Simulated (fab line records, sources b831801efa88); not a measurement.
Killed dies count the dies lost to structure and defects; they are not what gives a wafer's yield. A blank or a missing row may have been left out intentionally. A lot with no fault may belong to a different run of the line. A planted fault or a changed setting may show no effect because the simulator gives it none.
A lot that was struck, set against a sound lot || flow sky130 || 19 steps out of a route of 708
Sound: wafers L223.2, L223.3, L223.4. Struck: wafers L225.2, L225.4, L225.6. Last of all comes the cause.
For every step that has rows: the tool of each side, followed by ch and its chambers, followed by its first start. Under that, the readings that differ: sound wafers || struck wafers || difference of the means || sigmas: that difference in standard deviations of wafers without a fault.
alike: readings whose means differ by less than 2 such deviations, and words and numbers that are the same on both sides. not compared: withheld readings, readings that some wafer has no value for, bounds like >300 that may hide the same value, and numbers for which the record gives no deviation and whose values overlap.
The two part at a step that has a row with sigmas, a row that says differs or no value, or rows on one side only. Non-overlapping numbers with no deviation appear without sigmas and do not part them. Lack of a reading on every wafer of one side parts them only where that side has two or more wafers.

first, 1 step without rows for these wafers: SKY_LDD_HVP_IMPLANT_08.
SKY_LDD_HVP_STRIP_09: strips in O2/N2.
  sound on plasmaAsher-03 ch 0,1, day 22 08:16; struck on plasmaAsher-03 ch 0,1, day 23 09:58
  alike: drypumpMotorCurrentA, oesProductAu, stripTimeToEndpointS
  not compared: rfHoursCounterH
SKY_LDD_HVP_TW_MEAS_10:
  sound: filmMetro-03 at day 22 08:23; struck: filmMetro-02 at day 23 10:05
  alike: LDD_HVP_TW
then, 7 steps without rows for these wafers: SKY_LDD_LDN_DEHYDRATE_00 (time 60 s); SKY_LDD_LDN_HMDS_01 (prime time 60 s); SKY_LDD_LDN_COAT_02 (resist thk 1140 nm); SKY_LDD_LDN_SOFTBAKE_03 (time 60 s); SKY_LDD_LDN_EXPOSE_04 (exposes mask LDNTM, target cd 700 nm); SKY_LDD_LDN_PEB_05; SKY_LDD_LDN_DEVELOP_06 (develop time 60 s).
SKY_LDD_LDN_OVL_MEAS_07:
  sound: overlay-01 at day 23 14:15; struck: overlay-02 at day 24 16:02
{"reading": "LDD_LDN_OVL (nm)", "sound": "2.1 0.2 2.2", "struck": "-1.9 -2.7 -1.1", "difference": -3.4, "sigmas": -2}
after that, 1 step had no rows for these wafers: SKY_LDD_LDN_IMPLANT_08.
SKY_LDD_LDN_IMPLANT_09:
  sound on implanter-04 ch 0, day 23 14:27; struck on implanter-02 ch 0, day 24 16:14
{"reading": "doseIonsCm2", "sound": "1.2494e+13 1.2499e+13 1.2491e+13", "struck": "2.4479e+13 2.4488e+13 2.452e+13", "difference": "+1.2001e+13", "sigmas": "+99 or more"}
{"reading": "faradayCurrentUA", "sound": "72.0 69.8 72.8", "struck": "140.6 137.5 139.2", "difference": "+67.6", "sigmas": "+48"}
then, 2 steps without rows for these wafers: SKY_LDD_LDN_IMPLANT_10; SKY_LDD_LDN_IMPLANT_11.
SKY_LDD_LDN_STRIP_12: strips in O2/N2.
  sound on plasmaAsher-04 ch 0,1, day 23 14:53; struck on plasmaAsher-02 ch 1, day 24 16:40
{"reading": "stripTimeToEndpointS (s)", "sound": "14.28 14.21 14.24", "struck": "14.13 14.14 14.12", "difference": -0.11, "sigmas": -3}
  alike: drypumpMotorCurrentA, oesProductAu
  not compared: rfHoursCounterH
SKY_LDD_LDN_TW_MEAS_13:
  sound: filmMetro-03 at day 23 14:59; struck: filmMetro-03 at day 24 16:47
{"reading": "LDD_LDN_TW", "sound": "1473 1477 1480", "struck": "1578 1581 1577", "difference": "+102", "sigmas": "+14"}
then, 1 step without rows for these wafers: SKY_LDD_LDN_CLEAN_14 (cleans in SC1/SC2, time 150 s).
-- a jump in the record: the struck wafers' starts before and after are 22 days apart (it breaks off in module LDD_LDN and resumes in module PAD_OPEN, where the first step shown is number 708 of the route) --
SKY_PAD_OPEN_PROBE_99:
  sound: prober-01 at day 46 08:15; struck: prober-02 at day 47 00:34
{"reading": "killedShort", "sound": "38 39 25", "struck": "54 38 50", "difference": "+13", "sigmas": "+2"}
{"reading": "model.etest.tipSonos.rsOhmSq", "sound": "2705 2720 2670", "struck": "2338 2298 2298", "difference": -387, "sigmas": ""}
  alike: killed_at_M0_to_M3, killed_at_M4_up, killedAtContacts, killedAtFrontEnd, killedAtOther, killedDies, killedOpen

## WHERE THEY PART
First at SKY_LDD_LDN_OVL_MEAS_07; last, within this record, at SKY_PAD_OPEN_PROBE_99.

WHY: the cause the simulator had injected
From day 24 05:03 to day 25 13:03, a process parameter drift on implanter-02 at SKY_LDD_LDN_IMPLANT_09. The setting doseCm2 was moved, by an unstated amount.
